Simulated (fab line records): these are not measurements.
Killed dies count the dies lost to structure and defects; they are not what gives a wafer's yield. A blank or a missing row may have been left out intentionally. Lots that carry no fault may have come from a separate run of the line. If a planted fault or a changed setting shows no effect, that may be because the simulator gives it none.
Comparing a struck lot with a sound one    flow sky130    16 out of 708 route steps
Sound: these wafers, L238.3, L238.4, L238.6. The struck wafers were L239.3, L239.4, L239.5. The cause comes at the end.
Each step with rows lists, per side, the tool, then ch with its chambers, then its first start. Under that, the readings that differ: sound wafers    struck wafers    difference of the means    sigmas: that difference in standard deviations of wafers without a fault.
alike: readings with means less than 2 such deviations apart, plus words and numbers identical on both sides. not compared: withheld readings, readings lacking a value on some wafer, bounds such as >300 that could conceal the same value, and numbers that have no deviation in the record and whose values overlap.
A row with sigmas, a row that says differs or no value, or rows on one side alone: a step with any of these is where the two part. When numbers do not overlap yet have no deviation, they are printed without sigmas and do not part them. A reading that every wafer of one side lacks parts them only if that side has two wafers or more.

first, 4 steps without rows for these wafers: SKY_LDD_HVN_SOFTBAKE_03 (time 60 s); SKY_LDD_HVN_EXPOSE_04 (exposes mask HVNTM, target cd 700 nm); SKY_LDD_HVN_PEB_05; SKY_LDD_HVN_DEVELOP_06 (develop time 60 s).
SKY_LDD_HVN_OVL_MEAS_07:
  sound on overlay-02, day 21 15:43; struck on overlay-01, day 22 21:37
reading           sound        struck          difference  sigmas
LDD_HVN_OVL (nm)  0.3 1.6 2.1  -1.3 -2.3 -0.8  -2.8        -2
next, for these wafers, 1 step has no rows: SKY_LDD_HVN_IMPLANT_08.
SKY_LDD_HVN_STRIP_09: strips in O2/N2.
  sound on plasma_asher-03 ch 0,1, day 21 15:55; struck on plasma_asher-03 ch 0,1, day 22 21:49
  alike: drypump_motor_current_A, oes_product_au, strip_time_to_endpoint_s
  not compared: rf_hours_counter_h
SKY_LDD_HVN_TW_MEAS_10:
  sound on film_metro-03, day 21 16:01; struck on film_metro-03, day 22 21:55
  alike: LDD_HVN_TW
then, 4 steps without rows for these wafers: SKY_LDD_HVP_DEHYDRATE_00 (time 60 s); SKY_LDD_HVP_HMDS_01 (prime time 60 s); SKY_LDD_HVP_COAT_02 (resist thk 300 nm); SKY_LDD_HVP_SOFTBAKE_03 (time 60 s).
SKY_LDD_HVP_EXPOSE_04: exposes mask HVPTM, target cd 700 nm.
  sound on iline_stepper-01 ch 0, day 22 07:56; struck on iline_stepper-01 ch 0, day 23 13:30
reading                          sound  struck             difference  sigmas
model.LDD_HVP.overlay_x_nm (nm)  1 1 1  4.316 4.316 4.316  +3.316      
  alike: mask
then, 2 steps without rows for these wafers: SKY_LDD_HVP_PEB_05; SKY_LDD_HVP_DEVELOP_06 (develop time 60 s).
SKY_LDD_HVP_OVL_MEAS_07:
  sound on overlay-01, day 22 22:43; struck on overlay-01, day 24 04:31
reading           sound           struck       difference  sigmas
LDD_HVP_OVL (nm)  -1.5 -0.3 -0.2  4.7 5.6 3.6  +5.3        +4
  not compared: hold

## WHERE THEY PART
At SKY_LDD_HVN_OVL_MEAS_07 first; at SKY_LDD_HVP_OVL_MEAS_07 last (within this record only).

WHY: whatever the simulator had introduced
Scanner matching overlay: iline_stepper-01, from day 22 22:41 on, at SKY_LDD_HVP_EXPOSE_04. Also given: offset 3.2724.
